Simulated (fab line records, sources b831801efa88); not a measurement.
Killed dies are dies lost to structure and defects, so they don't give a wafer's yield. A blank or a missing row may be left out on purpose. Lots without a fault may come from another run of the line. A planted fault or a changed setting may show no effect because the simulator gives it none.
One fault seen from 2 desks | flow sky130 | each desk has only its own numbers; what lay behind them comes last

THE METROLOGY DESK
What the gauges read, lot by lot, whatever tool the lot ran on: means of the sampled wafers that have a number. A lot is out of limits, marked OUT, if its mean lies more than 4 standard deviations from the usual mean; the brackets give that distance.
Columns: A = FIELD_ISO_CVD_03_THK at SKY_FIELD_ISO_THK_MEAS_04, usual 164.6 nm; B = SD_P_OVL at SKY_SD_P_OVL_MEAS_08, usual -0.7 nm
lot  | first seen here | A     | B
L309 | day 1 16:08     | 162.9 | -2.3
L310 | day 1 19:43     | 164.7 | 2.0
L311 | day 2 01:58     | 162.3 | -1.6
L313 | day 2 09:52     | 162.6 | -4.1
L314 | day 2 15:15     | 163.4 | -0.7
L320 | day 3 20:51     | 165.2 | -1.4
L322 | day 4 07:28     | 166.1 | -1.1
L325 | day 4 22:29     | 165.4 | -1.5
L326 | day 5 02:41     | 163.9 | -0.9
L327 | day 5 07:44     | 164.9 | -2.2
L328 | day 5 13:49     | 165.2 | 1.8
L332 | day 6 08:32     | 164.2 | 0.4
This desk's finding: nothing out of limits on any of the 12 lots.

THE TOOL OWNER'S DESK: litho_track-03
The tool's own readings at SKY_DNWELL_COAT_02 (resist thk 3000 nm): means of the sampled wafers that have a number, for each lot that ran on this tool. A lot is out of limits, marked OUT, if its mean lies more than 4 standard deviations from the usual mean; the brackets give that distance.
Columns: A = exhaust_pa at SKY_DNWELL_COAT_02, usual 44.9 Pa; B = spin_speed_rpm at SKY_DNWELL_COAT_02, usual 2000.3 rpm
lot  | first seen here | A    | B
L309 | day 2 22:19     | 45.9 | 2000.0
L310 | day 3 01:49     | 45.0 | 1999.3
L311 | day 3 07:59     | 44.6 | 2000.1
L320 | day 5 07:17     | 44.5 | 2000.7
L325 | day 6 09:05     | 44.6 | 2599.0 (+99 or more) OUT
L326 | day 6 12:49     | 45.0 | 2598.7 (+99 or more) OUT
L327 | day 6 19:29     | 44.3 | 2599.1 (+99 or more) OUT
This desk's finding: out of limits on L325, L326, L327; first on L325, day 6 09:05 (spin_speed_rpm at SKY_DNWELL_COAT_02). In limits: L309, L310, L311, L320.

PUT TOGETHER
The tool owner's desk could have raised an alarm at day 6 09:05, on L325, L326, L327.
The metrology desk saw nothing out of limits.
The metrology desk has L325, L326, L327 on record, within its limits.
Of the lots named, all ran SKY_DNWELL_COAT_02 on litho_track-03.

WHAT THE SIMULATOR HAD PUT IN
Process parameter drift: litho_track-03, from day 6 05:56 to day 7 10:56, at SKY_DNWELL_COAT_02. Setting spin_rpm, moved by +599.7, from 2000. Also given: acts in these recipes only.
Lots struck among those shown: L325, L326, L327.
Hours from the fault's start to each desk's first reading out of limits: the tool owner's desk, 3.
